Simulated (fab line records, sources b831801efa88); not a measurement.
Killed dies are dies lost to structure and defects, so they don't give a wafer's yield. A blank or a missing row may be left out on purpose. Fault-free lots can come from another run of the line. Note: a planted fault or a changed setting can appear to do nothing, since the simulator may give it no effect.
Which tool was responsible? ; flow sky130 ; 13 lots with 37 wafers sampled at 4 steps, on a route of 708 steps

WHAT THE GAUGES READ, wafer by wafer
SKY_CONTACT_OVL_MEAS_15. Usual: CONTACT_OVL -1 nm, standard deviation 5.
lot;measured;on;CONTACT_OVL (nm);flag
L361;day 32 07:52;overlay-01;-9 -7 -11;
L363;day 32 14:44;overlay-01;-1 -8 5;
L362;day 32 16:50;overlay-02;-5 2 2;
L365;day 33 01:20;overlay-02;5 10 3;
L366;day 33 07:10;overlay-02;-2 1 0;
L368;day 33 21:44;overlay-01;-1 -1 0;
L367;day 34 02:13;overlay-02;-2 -4 0;
L371;day 35 00:33;overlay-01;-9 -11 -8;
L373;day 35 10:38;overlay-02;4 9 -2;
L375;day 35 23:53;overlay-01;5 4 7;
L378;day 36 19:13;overlay-01;-3;
L382;day 38 05:07;overlay-01;-7 2 -6;
L383;day 38 08:31;overlay-02;-8 -6 -8;

SKY_METAL1_RS_MEAS_05: measurement is done with a four-point probe. Usual: METAL1_ALCU_RS 0.1278 ohm/sq, standard deviation 0.0017.
lot;measured;on;METAL1_ALCU_RS (ohm/sq);flag
L361;day 32 09:26;film_metro-02;0.1298 0.1299 0.1302;
L363;day 32 16:17;film_metro-03;0.1266 0.1264 0.1290;
L362;day 32 18:23;film_metro-03;0.1287 0.1302 0.1285;
L365;day 33 02:56;film_metro-01;0.1291 0.1288 0.1297;
L366;day 33 08:45;film_metro-03;0.1253 0.1256 0.1279;
L368;day 33 23:23;film_metro-01;0.1272 0.1304 0.1265;
L367;day 34 03:47;film_metro-03;0.1260 0.1262 0.1258;
L371;day 35 02:09;film_metro-02;0.1304 0.1299 0.1315;
L373;day 35 12:13;film_metro-03;0.1268 0.1257 0.1270;
L375;day 36 01:27;film_metro-03;0.1256 0.1289 0.1312;
L378;day 36 20:50;film_metro-01;0.1295;
L382;day 38 06:41;film_metro-02;0.1243 0.1277 0.1256;
L383;day 38 10:07;film_metro-01;0.1277 0.1251 0.1283;

TOOL THAT RAN EACH LOT (tool first, then ch and the chambers of the sampled wafers, then the start)
lot;SKY_METAL1_SPUTTER_00;SKY_METAL1_SPUTTER_01
L361;pvd_sputter-04, day 32 09:16;pvd_sputter-04, day 32 09:17
L363;pvd_sputter-04, day 32 16:08;pvd_sputter-04, day 32 16:10
L362;pvd_sputter-03, day 32 18:14;pvd_sputter-03, day 32 18:16
L365;pvd_sputter-03, day 33 02:46;pvd_sputter-03, day 33 02:47
L366;pvd_sputter-02, day 33 08:34;pvd_sputter-02, day 33 08:35
L368;pvd_sputter-03, day 33 23:11;pvd_sputter-03, day 33 23:12
L367;pvd_sputter-04, day 34 03:37;pvd_sputter-04, day 34 03:38
L371;pvd_sputter-03, day 35 01:57;pvd_sputter-03, day 35 01:59
L373;pvd_sputter-02, day 35 12:05;pvd_sputter-02, day 35 12:07
L375;pvd_sputter-03, day 36 01:17;pvd_sputter-03, day 36 01:19
L378;pvd_sputter-04, day 36 20:38;pvd_sputter-04, day 36 20:40
L382;pvd_sputter-02, day 38 06:31;pvd_sputter-02, day 38 06:32
L383;pvd_sputter-02, day 38 09:55;pvd_sputter-02, day 38 09:56
- SKY_METAL1_SPUTTER_00: material Ti, target thk 15 nm, time 10 s.
- SKY_METAL1_SPUTTER_01: material TiN, target thk 20 nm, time 16.7 s.

WHAT THE TOOLS THEMSELVES READ (means of the sampled wafers that have a number; where no wafer has one, the mark that the record gives instead)
SKY_METAL1_SPUTTER_00. Usual: cathode_dc_power_W 2952.9 W, standard deviation 0.54; chamber_pressure_pa 0.4001 Pa, standard deviation 0.00088; throttle_valve_pct 30.1 %, standard deviation 1.
lot;tool;cathode_dc_power_W (W);chamber_pressure_pa (Pa);throttle_valve_pct (%);flag
L361;pvd_sputter-04;2952.8;0.4004;30.3;
L363;pvd_sputter-04;2952.9;0.4004;30.1;
L362;pvd_sputter-03;2952.7;0.4003;29.8;
L365;pvd_sputter-03;2953.1;0.4005;30.6;
L366;pvd_sputter-02;2952.6;0.4000;30.2;
L368;pvd_sputter-03;2953.2;0.4000;30.9;
L367;pvd_sputter-04;2952.8;0.4002;30.0;
L371;pvd_sputter-03;2952.9;0.4000;29.0;
L373;pvd_sputter-02;2953.1;0.4002;30.7;
L375;pvd_sputter-03;2952.3;0.4007;30.8;
L378;pvd_sputter-04;2953.6;0.3865;29.9;OFF
L382;pvd_sputter-02;2953.2;0.3998;30.0;
L383;pvd_sputter-02;2952.9;0.4005;30.9;

SKY_METAL1_SPUTTER_01. Usual: cathode_dc_power_W 6500.0 W, standard deviation 1.2; chamber_pressure_pa 0.4000 Pa, standard deviation 0.00079; throttle_valve_pct 30.1 %, standard deviation 1.
lot;tool;cathode_dc_power_W (W);chamber_pressure_pa (Pa);throttle_valve_pct (%);flag
L361;pvd_sputter-04;6499.9;0.3995;30.3;
L363;pvd_sputter-04;6499.9;0.4003;29.9;
L362;pvd_sputter-03;6499.8;0.3992;29.8;
L365;pvd_sputter-03;6500.2;0.3986;30.6;
L366;pvd_sputter-02;6499.3;0.3994;30.4;
L368;pvd_sputter-03;6501.0;0.4003;31.0;
L367;pvd_sputter-04;6499.4;0.3997;30.0;
L371;pvd_sputter-03;6499.5;0.4005;28.9;
L373;pvd_sputter-02;6500.3;0.4000;30.6;
L375;pvd_sputter-03;6499.9;0.4016;30.8;
L378;pvd_sputter-04;6500.8;0.4004;28.9;
L382;pvd_sputter-02;6498.9;0.3997;29.8;
L383;pvd_sputter-02;6499.7;0.4002;31.0;

THE ANSWER, worked out from the rows above alone
Rule: a lot is off if the mean of its wafers that have a number lies more than 3 standard deviations from the usual mean. Also off: a lot with no number at a reading for which 4 or more lots have one. Any other lot the step has rows for is counted as sound. The gauges are gone through in route order, then the tools' own readings, and for those a lot's mean is taken as printed above. The first step at which some lot is off is used, and at that step the reading that is off furthest; a lot without a number counts as furthest.
Off: L378, at SKY_METAL1_SPUTTER_00 (chamber_pressure_pa).
A tool fits if, at that step or a process step before it, it ran every lot that is off, and no sound lot after the first of them. One fits: SKY_METAL1_SPUTTER_00 on pvd_sputter-04. Its last sound lot is L367 (day 34 03:37), its first lot that is off L378 (day 36 20:38): a fault that began between those two fits.
The tool's own readings at SKY_METAL1_SPUTTER_00 bear it out: on the lots that are off they differ by more than 5 times the standard deviation of the sound lots' means. chamber_pressure_pa reads 0.3865 Pa there against 0.4002 Pa on the sound lots.

WHAT HAD BEEN PUT IN BY THE SIMULATOR
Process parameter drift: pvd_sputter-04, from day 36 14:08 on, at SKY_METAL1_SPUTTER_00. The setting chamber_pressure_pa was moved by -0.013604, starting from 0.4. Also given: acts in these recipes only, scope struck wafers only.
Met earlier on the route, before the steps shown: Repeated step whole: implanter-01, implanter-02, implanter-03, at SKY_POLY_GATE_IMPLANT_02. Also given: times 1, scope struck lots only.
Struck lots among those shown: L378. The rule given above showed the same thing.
